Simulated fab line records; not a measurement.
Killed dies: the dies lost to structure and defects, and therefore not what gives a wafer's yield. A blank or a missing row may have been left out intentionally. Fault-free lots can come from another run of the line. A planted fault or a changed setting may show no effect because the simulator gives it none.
Which tool did it? :: flow sky130 :: 10 lots, 30 wafers sampled, at 5 steps of a route of 708

WHAT THE GAUGES SHOWED, per wafer
Not one reading of a measure or inspect step in the record can be checked against a usual standard deviation.

EACH LOT AND THE TOOL THAT RAN IT (in order: tool; ch and the chambers of the sampled wafers; start)
lot: L346
SKY_METAL2_SPUTTER_00: pvd sputter-04, day 33 21:14
SKY_METAL2_SPUTTER_03: pvd sputter-04, day 33 21:18
SKY_METAL2_SOFTBAKE_11: litho track-02 ch 0, day 34 10:00
SKY_METAL2_METAL_ETCH_19: rie metal-01 ch 0,1, day 35 00:02
SKY_PAD_OPEN_PROBE_99: -

lot: L347
SKY_METAL2_SPUTTER_00: pvd sputter-02, day 34 17:09
SKY_METAL2_SPUTTER_03: pvd sputter-02, day 34 17:14
SKY_METAL2_SOFTBAKE_11: litho track-02 ch 0, day 35 06:00
SKY_METAL2_METAL_ETCH_19: rie metal-03 ch 0,1, day 35 19:23
SKY_PAD_OPEN_PROBE_99: -

lot: L357
SKY_METAL2_SPUTTER_00: pvd sputter-04, day 37 14:08
SKY_METAL2_SPUTTER_03: pvd sputter-04, day 37 14:13
SKY_METAL2_SOFTBAKE_11: litho track-01 ch 0, day 38 02:00
SKY_METAL2_METAL_ETCH_19: rie metal-03 ch 0,1, day 38 16:05
SKY_PAD_OPEN_PROBE_99: prober-01, day 48 12:44

lot: L358
SKY_METAL2_SPUTTER_00: pvd sputter-03, day 38 01:56
SKY_METAL2_SPUTTER_03: pvd sputter-03, day 38 02:01
SKY_METAL2_SOFTBAKE_11: litho track-01 ch 0, day 38 15:00
SKY_METAL2_METAL_ETCH_19: rie metal-01 ch 0,1, day 39 03:26
SKY_PAD_OPEN_PROBE_99: prober-01, day 48 23:26

lot: L360
SKY_METAL2_SPUTTER_00: pvd sputter-04, day 38 18:28
SKY_METAL2_SPUTTER_03: pvd sputter-04, day 38 18:32
SKY_METAL2_SOFTBAKE_11: litho track-03 ch 0, day 39 06:00
SKY_METAL2_METAL_ETCH_19: rie metal-04 ch 0,1, day 39 19:28
SKY_PAD_OPEN_PROBE_99: -

lot: L361
SKY_METAL2_SPUTTER_00: pvd sputter-02, day 39 08:04
SKY_METAL2_SPUTTER_03: pvd sputter-02, day 39 08:08
SKY_METAL2_SOFTBAKE_11: litho track-02 ch 0, day 39 20:00
SKY_METAL2_METAL_ETCH_19: rie metal-01 ch 0,1, day 40 09:14
SKY_PAD_OPEN_PROBE_99: -

lot: L362
SKY_METAL2_SPUTTER_00: pvd sputter-04, day 39 16:01
SKY_METAL2_SPUTTER_03: pvd sputter-04, day 39 16:05
SKY_METAL2_SOFTBAKE_11: litho track-03 ch 0, day 40 04:00
SKY_METAL2_METAL_ETCH_19: rie metal-01 ch 0,1, day 40 17:10
SKY_PAD_OPEN_PROBE_99: -

lot: L367
SKY_METAL2_SPUTTER_00: pvd sputter-04, day 40 06:38
SKY_METAL2_SPUTTER_03: pvd sputter-04, day 40 06:43
SKY_METAL2_SOFTBAKE_11: litho track-03 ch 0, day 40 18:00
SKY_METAL2_METAL_ETCH_19: rie metal-04 ch 0,1, day 41 06:49
SKY_PAD_OPEN_PROBE_99: -

lot: L366
SKY_METAL2_SPUTTER_00: pvd sputter-03, day 40 07:05
SKY_METAL2_SPUTTER_03: pvd sputter-03, day 40 07:10
SKY_METAL2_SOFTBAKE_11: litho track-02 ch 0, day 40 19:00
SKY_METAL2_METAL_ETCH_19: rie metal-03 ch 0,1, day 41 07:11
SKY_PAD_OPEN_PROBE_99: prober-02, day 50 10:51

lot: L369
SKY_METAL2_SPUTTER_00: pvd sputter-02, day 41 03:38
SKY_METAL2_SPUTTER_03: pvd sputter-02, day 41 03:43
SKY_METAL2_SOFTBAKE_11: litho track-03 ch 0, day 41 15:00
SKY_METAL2_METAL_ETCH_19: rie metal-03 ch 0, day 42 03:41
SKY_PAD_OPEN_PROBE_99: prober-02, day 50 22:29
- SKY_METAL2_SPUTTER_00: material Ti, target thk 15 nm, time 10 s.
- SKY_METAL2_SPUTTER_03: material Ti, target thk 5 nm, time 3.3 s.
- SKY_METAL2_SOFTBAKE_11: time 90 s.
- SKY_METAL2_METAL_ETCH_19: etches the open film in Cl2/BCl3, stops on SiO2, target depth 360 nm, time 78 s.
- SKY_PAD_OPEN_PROBE_99

WHAT THE TOOLS THEMSELVES READ (means of the sampled wafers that have a number; where no wafer has one, the mark that the record gives instead)
SKY_METAL2_SPUTTER_00.
lot: L346
tool: pvd sputter-04
throttle valve pct (%): 30.3

lot: L347
tool: pvd sputter-02
throttle valve pct (%): 30.2

lot: L357
tool: pvd sputter-04
throttle valve pct (%): 30.7

lot: L358
tool: pvd sputter-03
throttle valve pct (%): 30.9

lot: L360
tool: pvd sputter-04
throttle valve pct (%): 29.2

lot: L361
tool: pvd sputter-02
throttle valve pct (%): 29.1

lot: L362
tool: pvd sputter-04
throttle valve pct (%): 30.2

lot: L367
tool: pvd sputter-04
throttle valve pct (%): 29.2

lot: L366
tool: pvd sputter-03
throttle valve pct (%): 31.0

lot: L369
tool: pvd sputter-02
throttle valve pct (%): 29.8

SKY_METAL2_SPUTTER_03.
lot: L346
tool: pvd sputter-04
throttle valve pct (%): 30.2

lot: L347
tool: pvd sputter-02
throttle valve pct (%): 30.2

lot: L357
tool: pvd sputter-04
throttle valve pct (%): 30.3

lot: L358
tool: pvd sputter-03
throttle valve pct (%): 30.9

lot: L360
tool: pvd sputter-04
throttle valve pct (%): 29.2

lot: L361
tool: pvd sputter-02
throttle valve pct (%): 29.1

lot: L362
tool: pvd sputter-04
throttle valve pct (%): 30.3

lot: L367
tool: pvd sputter-04
throttle valve pct (%): 29.3

lot: L366
tool: pvd sputter-03
throttle valve pct (%): 31.0

lot: L369
tool: pvd sputter-02
throttle valve pct (%): 29.7

SKY_METAL2_SOFTBAKE_11.
lot: L346
tool: litho track-02
run length s (s): 118.90

lot: L347
tool: litho track-02
run length s (s): 118.92

lot: L357
tool: litho track-01
run length s (s): 126.36

lot: L358
tool: litho track-01
run length s (s): 126.35

lot: L360
tool: litho track-03
run length s (s): 119.21

lot: L361
tool: litho track-02
run length s (s): 118.89

lot: L362
tool: litho track-03
run length s (s): 119.19

lot: L367
tool: litho track-03
run length s (s): 119.31

lot: L366
tool: litho track-02
run length s (s): 118.83

lot: L369
tool: litho track-03
run length s (s): 119.23

SKY_METAL2_METAL_ETCH_19.
lot: L346
tool: rie metal-01
bcl3 flow sccm (sccm): 29.98
drypump motor current A (A): 6.0
mfc cl2 sccm (sccm): 60.16
oes product au (a.u.): 0.843
rf fwd power W (W): 890
throttle valve pct (%): 22.262

lot: L347
tool: rie metal-03
bcl3 flow sccm (sccm): 30.05
drypump motor current A (A): 5.8
mfc cl2 sccm (sccm): 60.12
oes product au (a.u.): 0.853
rf fwd power W (W): 894
throttle valve pct (%): 22.267

lot: L357
tool: rie metal-03
bcl3 flow sccm (sccm): 29.99
drypump motor current A (A): 5.9
mfc cl2 sccm (sccm): 59.83
oes product au (a.u.): 0.849
rf fwd power W (W): 894
throttle valve pct (%): 22.264

lot: L358
tool: rie metal-01
bcl3 flow sccm (sccm): 30.09
drypump motor current A (A): 5.6
mfc cl2 sccm (sccm): 59.91
oes product au (a.u.): 0.849
rf fwd power W (W): 892
throttle valve pct (%): 22.261

lot: L360
tool: rie metal-04
bcl3 flow sccm (sccm): 30.07
drypump motor current A (A): 5.5
mfc cl2 sccm (sccm): 60.05
oes product au (a.u.): 0.849
rf fwd power W (W): 895
throttle valve pct (%): 22.259

lot: L361
tool: rie metal-01
bcl3 flow sccm (sccm): 30.03
drypump motor current A (A): 6.0
mfc cl2 sccm (sccm): 60.06
oes product au (a.u.): 0.850
rf fwd power W (W): 890
throttle valve pct (%): 22.248

lot: L362
tool: rie metal-01
bcl3 flow sccm (sccm): 30.12
drypump motor current A (A): 6.0
mfc cl2 sccm (sccm): 59.97
oes product au (a.u.): 0.845
rf fwd power W (W): 893
throttle valve pct (%): 22.249

lot: L367
tool: rie metal-04
bcl3 flow sccm (sccm): 30.08
drypump motor current A (A): 5.5
mfc cl2 sccm (sccm): 60.14
oes product au (a.u.): 0.854
rf fwd power W (W): 895
throttle valve pct (%): 22.252

lot: L366
tool: rie metal-03
bcl3 flow sccm (sccm): 29.83
drypump motor current A (A): 5.5
mfc cl2 sccm (sccm): 59.96
oes product au (a.u.): 0.842
rf fwd power W (W): 892
throttle valve pct (%): 22.259

lot: L369
tool: rie metal-03
bcl3 flow sccm (sccm): 30.01
drypump motor current A (A): 5.2
mfc cl2 sccm (sccm): 59.81
oes product au (a.u.): 0.853
rf fwd power W (W): 896
throttle valve pct (%): 22.254

SKY_PAD_OPEN_PROBE_99.
lot: L357
tool: prober-01
defect limited yield (%): 81.7
killed_at_M0_to_M3: 46
killed_at_M4_up: 2.0
killed at contacts: 28
killed at front end: 14
killed at other: 0.0
killed dies: 90
killed open: 49
killed short: 41
sort_bin_3_pad_short (%): 1.1
sort_bin_5_function (%): 10.7
sort_bin_6_memory (%): 6.4
sort_bin_8_speed (%): 0.00
sort n pass: 402
sort yield pct (%): 81.7

lot: L358
tool: prober-01
defect limited yield (%): 82.8
killed_at_M0_to_M3: 42
killed_at_M4_up: 4.0
killed at contacts: 23
killed at front end: 14
killed at other: 1.0
killed dies: 84
killed open: 45
killed short: 38
sort_bin_3_pad_short (%): 0.8
sort_bin_5_function (%): 10.2
sort_bin_6_memory (%): 6.2
sort_bin_8_speed (%): 0.00
sort n pass: 408
sort yield pct (%): 82.8

lot: L366
tool: prober-02
defect limited yield (%): 82.4
killed_at_M0_to_M3: 45
killed_at_M4_up: 5.0
killed at contacts: 24
killed at front end: 13
killed at other: 0.3
killed dies: 86
killed open: 44
killed short: 42
sort_bin_3_pad_short (%): 1.1
sort_bin_5_function (%): 9.4
sort_bin_6_memory (%): 7.0
sort_bin_8_speed (%): 0.00
sort n pass: 406
sort yield pct (%): 82.4

lot: L369
tool: prober-02
defect limited yield (%): 83.3
killed_at_M0_to_M3: 46
killed_at_M4_up: 2.0
killed at contacts: 19
killed at front end: 15
killed at other: 0.3
killed dies: 82
killed open: 48
killed short: 34
sort_bin_3_pad_short (%): 0.8
sort_bin_5_function (%): 10.1
sort_bin_6_memory (%): 5.8
sort_bin_8_speed (%): 0.00
sort n pass: 410
sort yield pct (%): 83.3

THE ANSWER, worked out from the rows above alone
Rule: the usual values come from the lots themselves. Put in order of their means at a reading, lots are off if they are a third of the lots or fewer, leave a main group of 4 or more, and stand apart from it by a gap of 3 or more times the standard deviation of the main group's means; of several such gaps the widest counts. Not used: any main group whose means are identical at the precision the tables above print for the reading. A lot without any number at a reading at which 4 lots or more have one is off too. The other lots that the step has rows for count as sound. Order of review: gauges by route order, followed by the tools' own readings, for which a lot's mean as printed above is used. The first step at which some lot is off is used, and at that step the reading that is off furthest; a lot without a number counts as furthest.
Off, at SKY_METAL2_SOFTBAKE_11 on run length s: L357, L358. The main group has a mean of 119.06 s with a standard deviation of 0.18.
A tool fits if, at that step or a process step before it, it ran every lot that is off, and no sound lot after the first of them. One fits: litho track-01 at SKY_METAL2_SOFTBAKE_11. It ran no sound lot before its first lot that is off in this sample, so the start can't be narrowed down.
The tool's own readings at SKY_METAL2_SOFTBAKE_11 bear it out: on the lots that are off they differ by more than 5 times the standard deviation of the sound lots' means. run length s reads 126.35 s there against 119.06 s on the sound lots.

WHAT WAS PUT IN BY THE SIMULATOR
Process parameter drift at SKY_METAL2_SOFTBAKE_11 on litho track-01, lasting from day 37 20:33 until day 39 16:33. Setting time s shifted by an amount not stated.
Shown lots that were struck: L357, L358. The same result came from the rule above.
